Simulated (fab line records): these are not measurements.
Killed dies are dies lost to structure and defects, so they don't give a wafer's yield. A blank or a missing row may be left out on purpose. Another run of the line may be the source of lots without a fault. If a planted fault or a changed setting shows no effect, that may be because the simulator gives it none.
Chamber matching || flow sfq_line || cmp-01 running SFQ_TRILAYER_I4_CMP_CMP_100: 4 sister chambers
The step polishes SiO2. 7 wafers are shown with their chamber, then 8 later ones without.

## EACH WAFER AND ITS CHAMBER
{"wafer": "L385.6", "chamber": 3, "motor_current_A (A)": 9.2, "slurry_filter_dp_kPa (kPa)": 13.38}
{"wafer": "L386.4", "chamber": 3, "motor_current_A (A)": 9.6, "slurry_filter_dp_kPa (kPa)": 13.29}
{"wafer": "L390.5", "chamber": 0, "motor_current_A (A)": 11.0, "slurry_filter_dp_kPa (kPa)": 13.41}
{"wafer": "L400.2", "chamber": 1, "motor_current_A (A)": 10.2, "slurry_filter_dp_kPa (kPa)": 13.39}
{"wafer": "L403.3", "chamber": 0, "motor_current_A (A)": 11.1, "slurry_filter_dp_kPa (kPa)": 13.50}
{"wafer": "L403.6", "chamber": 2, "motor_current_A (A)": 10.1, "slurry_filter_dp_kPa (kPa)": 13.36}
{"wafer": "L404.1", "chamber": 2, "motor_current_A (A)": 10.5, "slurry_filter_dp_kPa (kPa)": 13.52}

## WAFERS WITHOUT THEIR CHAMBER
{"wafer": "L404.2", "motor_current_A (A)": 10.0, "slurry_filter_dp_kPa (kPa)": 13.50}
{"wafer": "L404.5", "motor_current_A (A)": 9.9, "slurry_filter_dp_kPa (kPa)": 13.59}
{"wafer": "L405.1", "motor_current_A (A)": 10.7, "slurry_filter_dp_kPa (kPa)": 13.59}
{"wafer": "L405.2", "motor_current_A (A)": 9.8, "slurry_filter_dp_kPa (kPa)": 13.57}
{"wafer": "L405.3", "motor_current_A (A)": 10.7, "slurry_filter_dp_kPa (kPa)": 13.53}
{"wafer": "L407.3", "motor_current_A (A)": 10.2, "slurry_filter_dp_kPa (kPa)": 13.42}
{"wafer": "L407.2", "motor_current_A (A)": 10.3, "slurry_filter_dp_kPa (kPa)": 13.56}
{"wafer": "L407.6", "motor_current_A (A)": 10.0, "slurry_filter_dp_kPa (kPa)": 13.42}

## THE CHAMBER EACH PASSED THROUGH
{"wafer": "L404.2", "from the rows above": "can't be placed: 2 or 1 or 3", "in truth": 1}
{"wafer": "L404.5", "from the rows above": "can't be placed: 2 or 1 or 3", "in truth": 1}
{"wafer": "L405.1", "from the rows above": "can't be placed: 0 or 2 or 1", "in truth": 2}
{"wafer": "L405.2", "from the rows above": "can't be placed: 2 or 1 or 3", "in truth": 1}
{"wafer": "L405.3", "from the rows above": "can't be placed: 0 or 2 or 1", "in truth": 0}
{"wafer": "L407.3", "from the rows above": "can't be placed: 1 or 2", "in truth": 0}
{"wafer": "L407.2", "from the rows above": "can't be placed: 2 or 1 or 0", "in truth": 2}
{"wafer": "L407.6", "from the rows above": "can't be placed: 1 or 2 or 3", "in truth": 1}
Correct placement for 0 of the 8. These rows do not allow placing 8 (true chamber among the candidates in 7). 0 placed wrongly.
How it was worked out, from the rows above alone: a wafer's distance from a chamber is the root of the sum, over the readings, of the square of ((its reading less the chamber's mean) divided by the reading's scatter). If the next closest chamber is less than 2 further off than the closest, the wafer can't be placed; otherwise it belongs to the closest. For every chamber, the mean is computed from those of its wafers that are shown. The scatter: take each reading less its chamber's mean, square it, sum over the shown wafers, divide by the number of wafers less the number of chambers, and take the root.
